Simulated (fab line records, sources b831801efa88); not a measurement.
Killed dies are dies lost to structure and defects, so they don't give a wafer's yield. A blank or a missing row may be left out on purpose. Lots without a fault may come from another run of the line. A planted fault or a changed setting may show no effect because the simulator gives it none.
Problem report in the 8D (eight disciplines) form, filled by code | flow sky130 | the parts of the form that need people (team, actions taken, sign-off) are left out

1. THE PROBLEM
dose_ions_cm2 at SKY_LDD_N_IMPLANT_11 reads a mean of 6.381e+13 on 6 wafers of 2 lots; wafers without a fault read 7.498e+13 with a standard deviation of 8.6e+10. That is -99 or more standard deviations from the usual mean.
First seen on wafer L980.1, day 24 11:17, on implanter-04. The record holds 36 wafers of 12 lots with a number at this step. Rule for "out", or "out of limits": more than 4 standard deviations from the usual mean. The other wafers with a number count as sound.

2. WHAT IT IS AND WHAT IT IS NOT
question                    | is                                | is not
which readings at this step | dose_ions_cm2, faraday_current_uA | -
which lots                  | L980, L981                        | L962, L964, L965, L966, L968, L970, L971, L972, L974, L984
which wafers of those lots  | all that have a number            | -
read on which tools         | implanter-04                      | implanter-01, implanter-02
when                        | from day 24 11:17                 | up to then (27 sound wafers); but 3 sound wafers of L984 came after

3. SUSPECTS, AND WHAT RULES EACH OUT
Counting: a tool at a process step up to the reading stays a suspect if it ran every lot that is out and no sound lot after the first of them.
- implanter-04 at SKY_LDD_N_IMPLANT_11: kept. It ran every lot that is out, first L980 (day 24 11:17), and no sound lot after that; its last sound lot up to then is L972 (day 21 11:41). Its own readings are out on those wafers: dose_ions_cm2, faraday_current_uA.
Left after counting: implanter-04 at SKY_LDD_N_IMPLANT_11.

4. THE CAUSE (what the simulator had put in)
Process parameter drift: implanter-04, from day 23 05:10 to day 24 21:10, at SKY_LDD_N_IMPLANT_11. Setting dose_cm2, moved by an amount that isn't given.
Counting left only this tool.

5. THE CHAIN OF EFFECTS, in route order
Each row: a reading whose mean over the struck wafers that have a number lies more than 3 standard deviations from the usual. Only readings for which the record gives a usual standard deviation are gone through. hours: the time from each lot's start at the first step in this table that gives one to its start at this step, as a median over the lots. sigmas: the change in usual standard deviations.
hours | step                 | reading            | usual     | on struck wafers | change     | sigmas
0     | SKY_LDD_N_IMPLANT_11 | dose_ions_cm2      | 7.498e+13 | 6.381e+13        | -1.117e+13 | -99 or more
0     | SKY_LDD_N_IMPLANT_11 | faraday_current_uA | 421       | 354              | -67        | -7.8
The process steps in it:
- SKY_LDD_N_IMPLANT_11
Later measuring or inspecting steps at which every struck wafer that the step has a row for has a number for every such reading, and none has moved that far: SKY_RES_XHIGH_TW_MEAS_09.

6. WHAT WOULD HAVE CAUGHT IT SOONER
In this record the first reading out of limits was taken at day 24 11:17, 30 hours after the fault began at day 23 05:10.
